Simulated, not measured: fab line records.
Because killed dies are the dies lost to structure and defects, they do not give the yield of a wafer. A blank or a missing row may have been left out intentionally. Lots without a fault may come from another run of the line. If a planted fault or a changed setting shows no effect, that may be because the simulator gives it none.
A struck lot beside a sound one + flow sky130 + 43 steps out of a route of 708
Sound: wafers L357.3, L357.4, L357.5. Struck: wafer L365.2. (L365.4, L365.5 of the same lot were not struck and are left out.) The cause comes at the end.
For every step that has rows: the tool of each side, followed by ch and its chambers, followed by its first start. Under that, the readings that differ: sound wafers + struck wafers + difference of the means + sigmas: that difference in standard deviations of wafers without a fault.
alike: words and numbers the same on both sides, and readings whose means are apart by under 2 such deviations; not compared: readings that were withheld, readings missing a value for some wafer, numbers with overlapping values and no deviation given by the record, and bounds like >300 which may hide the same value.
A row with sigmas, a row that says differs or no value, or rows on one side alone: a step with any of these is where the two part. Numbers that don't overlap but have no deviation are shown without sigmas and don't part them. Lack of a reading on every wafer of one side parts them only where that side has two or more wafers.

first, 5 steps without rows for these wafers: SKY_VIA1_STRIP_17 (strips in post etch residue remover, time 1200 s); SKY_VIA1_CLEAN_18 (cleans in IPA, time 180 s); SKY_VIA1_CLEAN_19 (cleans in O3/DIW); SKY_VIA1_SPUTTER_20 (material TiN, target thk 20 nm, time 80 s); SKY_VIA1_CVD_21 (deposits W, target thk 270 nm, time 80.902 s).
SKY_VIA1_RS_MEAS_22: a four-point-probe measurement.
  struck on film metro-02, day 37 12:04; sound on film metro-01, day 35 02:00
  alike: VIA1_W_RS
SKY_VIA1_THK_MEAS_23: measures by xrf.
  struck on film metro-02, day 37 12:10; sound on film metro-01, day 35 02:06
  alike: VIA1_W_THK
then, 2 steps without rows for these wafers: SKY_VIA1_CMP_24 (polishes, stops on SiO2, t overpolish 15 s, target thk 0 nm); SKY_METAL2_SPUTTER_00 (material Ti, target thk 15 nm, time 10 s).
SKY_METAL2_SPUTTER_01: material TiN, target thk 20 nm, time 16.7 s.
  struck on pvd sputter-01, day 37 12:32; sound on pvd sputter-04, day 35 02:28
  alike: throttle valve pct
SKY_METAL2_SPUTTER_02: material AlCu, target thk 250 nm, time 13.3 s.
  struck on pvd sputter-01, day 37 12:34; sound on pvd sputter-04, day 35 02:29
  alike: throttle valve pct
then, 1 step without rows for these wafers: SKY_METAL2_SPUTTER_03 (material Ti, target thk 5 nm, time 3.3 s).
SKY_METAL2_SPUTTER_04: material TiN, target thk 70 nm, time 58.3 s.
  struck on pvd sputter-01, day 37 12:37; sound on pvd sputter-04, day 35 02:32
  alike: throttle valve pct
SKY_METAL2_RS_MEAS_05: a four-point-probe measurement.
  struck on film metro-03, day 37 12:41; sound on film metro-01, day 35 02:37
  alike: METAL2_ALCU_RS
SKY_METAL2_THK_MEAS_06: measures by xrf.
  struck on film metro-03, day 37 12:47; sound on film metro-01, day 35 02:43
  alike: METAL2_ALCU_THK
then, 8 steps without rows for these wafers: SKY_METAL2_DEHYDRATE_07 (time 60 s); SKY_METAL2_HMDS_08 (prime time 60 s); SKY_METAL2_COAT_09 (resist thk 60 nm); SKY_METAL2_COAT_10 (resist thk 450 nm); SKY_METAL2_SOFTBAKE_11 (time 90 s); SKY_METAL2_EXPOSE_12 (exposes mask MM2, target cd 140 nm); SKY_METAL2_PEB_13; SKY_METAL2_DEVELOP_14 (develop time 58.95 s).
SKY_METAL2_CD_MEAS_15: the cd target is 140 nm.
  struck on cd sem-02, day 38 14:13; sound on cd sem-01, day 36 05:20
  alike: cd nm
SKY_METAL2_OVL_MEAS_16:
  struck on overlay-02, day 38 14:20; sound on overlay-02, day 36 05:26
  alike: METAL2_OVL
then, 2 steps without rows for these wafers: SKY_METAL2_DESCUM_17 (chemistry O2, time 8 s); SKY_METAL2_ETCH_18 (etches BARC in N2/H2, stops on SiO2, time 45.9 s, target depth 60 nm).
SKY_METAL2_METAL_ETCH_19: etches the open film in Cl2/BCl3, stops on SiO2, target depth 360 nm, time 78 s.
  sound on rie metal-02 ch 1, day 36 05:42; struck on rie metal-04 ch 0, day 38 14:34
| reading                     | sound             | struck | difference | sigmas |
|-----------------------------|-------------------|--------|------------|--------|
| drypump motor current A (A) | 4.7 4.7 4.7       | 6.1    | +1.4       | +3     |
| oes product au (a.u.)       | 0.861 0.850 0.846 | 0.864  | +0.012     | +2     |
  alike: throttle valve pct
  not compared: rf hours counter h
SKY_METAL2_STRIP_20: strips in O2/N2.
  sound on plasma asher-03 ch 0,1, day 36 05:52; struck on plasma asher-03 ch 1, day 38 14:43
| reading                      | sound          | struck | difference                   | sigmas |
|------------------------------|----------------|--------|------------------------------|--------|
| rf hours counter h (h)       | - - -          | 79     | no value on the sound wafers |        |
| strip time to endpoint s (s) | 2.81 2.78 2.80 | 2.68   | -0.12                        | -2     |
  alike: drypump motor current A, oes product au
then, 4 steps without rows for these wafers: SKY_METAL2_STRIP_21 (strips in post etch residue remover, time 1200 s); SKY_METAL2_CLEAN_22 (cleans in IPA, time 180 s); SKY_METAL2_CLEAN_23 (cleans in O3/DIW); SKY_VIA2_HDPCVD_00 (deposits SiO2, target thk 1180 nm, time 196.7 s).
SKY_VIA2_THK_MEAS_01:
  struck on film metro-02, day 38 15:29; sound on film metro-01, day 36 06:34
  alike: VIA2_HDPCVD_THK
SKY_VIA2_CMP_02: polishes SiO2.
  sound on cmp-02 ch 0,2,3, day 36 06:39; struck on cmp-01 ch 2, day 38 15:35
  alike: motor current A
SKY_VIA2_BOW_MEAS_03:
  struck on film metro-04, day 38 15:51; sound on film metro-01, day 36 06:56
  alike: VIA2_BOW
then, 6 steps without rows for these wafers: SKY_VIA2_DEHYDRATE_04 (time 60 s); SKY_VIA2_HMDS_05 (prime time 60 s); SKY_VIA2_COAT_06 (resist thk 60 nm); SKY_VIA2_COAT_07 (resist thk 450 nm); SKY_VIA2_SOFTBAKE_08 (time 90 s); SKY_VIA2_EXPOSE_09 (exposes mask VIM2, target cd 200 nm).
-- the record jumps here: 10 days lie between the struck wafers' starts before and after (it left off in module VIA2 and takes up again in module PAD_OPEN, whose first step shown is number 708 of the route) --
SKY_PAD_OPEN_PROBE_99:
  struck on prober-02, day 48 11:49; sound on prober-01, day 46 17:08
| reading                               | sound               | struck | difference | sigmas |
|---------------------------------------|---------------------|--------|------------|--------|
| defect limited yield (%)              | 76.4 80.7 83.9      | 72.4   | -7.9       | -4     |
| killed_at_M0_to_M3                    | 54 52 33            | 83     | +37        | +6     |
| killed dies                           | 116 95 79           | 136    | +39        | +4     |
| killed on rim                         | 16 19 16            | 34     | +17        | +5     |
| sort_bin_3_pad_short (%)              | 1.8 0.4 0.4         | 3.9    | +3.0       | +8     |
| sort_bin_5_function (%)               | 13.6 9.8 10.2       | 16.3   | +5.1       | +3     |
| sort n pass                           | 376 397 413         | 356    | -39        | -4     |
| sort yield pct (%)                    | 76.4 80.7 83.9      | 72.4   | -7.9       | -4     |
| model.etest.tester.sort n pass        | 376 397 413         | 356    | -39        |        |
| model.etest.tester.sort yield pct (%) | 76.42 80.69 83.94   | 72.36  | -7.99      |        |
| model.etest.tester.sort_bin_3_pct (%) | 1.829 0.4065 0.4065 | 3.862  | +2.981     |        |
  alike: killed_at_M4_up, killed at contacts, killed at front end, killed at other, killed open, killed short, sort_bin_6_memory

## WHERE THEY PART
First at SKY_METAL2_METAL_ETCH_19; last, within this record, at SKY_PAD_OPEN_PROBE_99.

WHY: what had been put in by the simulator
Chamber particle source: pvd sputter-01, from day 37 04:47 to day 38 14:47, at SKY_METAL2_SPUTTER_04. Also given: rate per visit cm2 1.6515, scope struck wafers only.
